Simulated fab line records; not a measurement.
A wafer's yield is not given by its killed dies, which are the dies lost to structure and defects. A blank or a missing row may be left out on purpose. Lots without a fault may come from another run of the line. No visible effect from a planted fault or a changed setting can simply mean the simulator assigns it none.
8D (eight disciplines) problem report, filled in by code || flow sky130 || the parts of the form that need people (team, actions taken, sign-off) are left out

## 1. THE ISSUE
stripTimeToEndpointS at SKY_VIA1_STRIP_16 reads a mean of 4.141 s on 9 wafers of 3 lots; wafers without a fault read 4.465 s with a standard deviation of 0.023. Relative to the usual mean, that is a shift of -14 standard deviations.
The step: strips in O2/N2.
First seen on wafer L988.1, day 38 05:44, on plasmaAsher-02. At this step, 33 wafers from 11 lots have a number in the record. The rule behind "out" and "out of limits": a value lying over 4 standard deviations away from the usual mean. The rest of the wafers with a number are treated as sound.

## 2. WHAT IT IS; WHAT IT IS NOT
{"question": "which readings at this step", "is": "stripTimeToEndpointS", "is not": "-"}
{"question": "which lots", "is": "L988, L990, L992", "is not": "L976, L977, L978, L979, L983, L991, L995, L998"}
{"question": "which wafers of those lots", "is": "all that have a number", "is not": "-"}
{"question": "read on which tools", "is": "plasmaAsher-02, plasmaAsher-04", "is not": "plasmaAsher-03"}
{"question": "when", "is": "from day 38 05:44", "is not": "up to then (15 sound wafers); but 9 sound wafers of L991, L995, L998 came after"}

## 3. THE SUSPECTS, EACH WITH WHAT RULES IT OUT
Counting: a tool at a process step up to the reading stays a suspect if it ran every lot that is out and no sound lot after the first of them.
- rieDiel-02 at SKY_VIA1_ETCH_14 (etches BARC in N2/H2, stops on SiO2, time 45.9 s, target depth 60 nm): kept. It processed each lot that is out, first L988 at day 38 05:39, and no sound lot thereafter; up to then, the last sound lot it processed was L983 at day 36 22:05.
Remaining after the count: rieDiel-02 at SKY_VIA1_ETCH_14.

## 4. THE CAUSE (what the simulator had put in)
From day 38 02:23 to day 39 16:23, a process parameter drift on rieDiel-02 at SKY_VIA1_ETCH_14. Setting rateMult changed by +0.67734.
Counting left only this tool.

## 5. THE CHAIN OF EFFECTS, in route order
One row per reading whose mean, taken over the struck wafers that have a number, lies over 3 standard deviations from the usual. Readings are gone through only where the record gives a usual standard deviation; hours: the median, over the lots, of the time from a lot's start at the first step in this table giving one to that lot's start at this step; sigmas: the change measured in usual standard deviations.
{"hours": 0, "step": "SKY_VIA1_STRIP_16", "reading": "oesProductAu", "usual": "0.416 a.u.", "on struck wafers": 0.403, "change": -0.013, "sigmas": -3.0}
{"hours": 0, "step": "SKY_VIA1_STRIP_16", "reading": "stripTimeToEndpointS", "usual": "4.465 s", "on struck wafers": 4.141, "change": -0.324, "sigmas": -14}
It contains these process steps:
- SKY_VIA1_STRIP_16: strips in O2/N2.

## 6. HOW IT WOULD HAVE BEEN CAUGHT EARLIER
First out-of-limits reading in this record: day 38 05:44, which is 3 hours after fault onset at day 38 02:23.
An alarm limit of 4 standard deviations would not have fired on the tool readings at SKY_VIA1_ETCH_14 for which the record gives a usual standard deviation, since none of them was out on any struck wafer.
L990, L992, from the lots that are out (3), started SKY_VIA1_ETCH_14 on rieDiel-02 later than day 38 05:44. A hold on the tool at that time would have spared those 2.
